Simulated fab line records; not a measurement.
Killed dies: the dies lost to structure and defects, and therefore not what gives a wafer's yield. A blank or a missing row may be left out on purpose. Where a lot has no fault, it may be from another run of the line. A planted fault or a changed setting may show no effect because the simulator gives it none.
Which tool did it? + flow sky130 + 7 lots, 21 wafers sampled, at 3 steps of a route of 708

== WHAT THE GAUGES SHOWED, per wafer ==
SKY_RES_XHIGH_TW_MEAS_09.
| lot  | measured     | on            | RES_XHIGH_TW      |
|------|--------------|---------------|-------------------|
| L467 | day 27 04:55 | film-metro-02 | 1649 1647 1649    |
| L469 | day 27 16:46 | film-metro-04 | 1644 1650 1652    |
| L475 | day 29 18:39 | film-metro-02 | 1639 1636 1639    |
| L480 | day 31 12:11 | film-metro-02 | 30 30 30 30 30 30 |
| L485 | day 32 22:15 | film-metro-01 | 1645 1647 1649    |
| L487 | day 33 16:26 | film-metro-02 | 1639 1646 1645    |
| L489 | day 34 03:26 | film-metro-02 | 1641 1640 1638    |

== TOOL THAT RAN EACH LOT (tool first, then ch and the chambers of the sampled wafers, then the start) ==
| lot  | SKY_POLY_GATE_ETCH_17            | SKY_RES_XHIGH_DEVELOP_06          |
|------|----------------------------------|-----------------------------------|
| L467 | rie-si-01 ch 1,2, day 16 19:07   | litho-track-02 ch 0, day 27 04:31 |
| L469 | rie-si-01 ch 1,2, day 17 04:20   | litho-track-02 ch 0, day 27 16:22 |
| L475 | rie-si-01 ch 0,1,2, day 19 12:07 | litho-track-02 ch 0, day 29 18:15 |
| L480 | rie-si-01 ch 1,3, day 21 12:32   | litho-track-01, day 31 11:47      |
| L485 | rie-si-02 ch 0,1,2, day 23 03:50 | litho-track-02 ch 0, day 32 21:51 |
| L487 | rie-si-02 ch 0,1,2, day 23 20:38 | litho-track-03 ch 0, day 33 16:02 |
| L489 | rie-si-02 ch 1,2,3, day 24 13:11 | litho-track-03 ch 0, day 34 03:02 |
- SKY_POLY_GATE_ETCH_17: etches poly-Si in HBr/Cl2, stops on SiO2, target depth 180 nm, time 70.5 s.
- SKY_RES_XHIGH_DEVELOP_06: develop time 60 s.

== THE ANSWER, worked out from the rows above alone ==
Rule: what is usual is taken from the lots themselves. Put in order of their means at a reading, lots are off if they are a third of the lots or fewer, leave a main group of 4 or more, and stand apart from it by a gap of 3 or more times the standard deviation of the main group's means; of several such gaps the widest counts. If all means in a main group match to the digits the tables above print for the reading, that group is not used. A lot without any number at a reading at which 4 lots or more have one is off too. Where the step has rows for the other lots, those lots are counted as sound.
Off: L480, seen at SKY_RES_XHIGH_TW_MEAS_09 (RES_XHIGH_TW). Mean 1644 and standard deviation 4.2 in the main group.
A tool fits if, at a process step before that reading, it ran every lot that is off, and no sound lot after the first of them. Gauges at SKY_RES_XHIGH_TW_MEAS_09: tried the same way as those tools. Can't be told from this: 2 tools fit, rie-si-01 at SKY_POLY_GATE_ETCH_17, litho-track-01 at SKY_RES_XHIGH_DEVELOP_06.

== WHAT WAS PUT IN BY THE SIMULATOR ==
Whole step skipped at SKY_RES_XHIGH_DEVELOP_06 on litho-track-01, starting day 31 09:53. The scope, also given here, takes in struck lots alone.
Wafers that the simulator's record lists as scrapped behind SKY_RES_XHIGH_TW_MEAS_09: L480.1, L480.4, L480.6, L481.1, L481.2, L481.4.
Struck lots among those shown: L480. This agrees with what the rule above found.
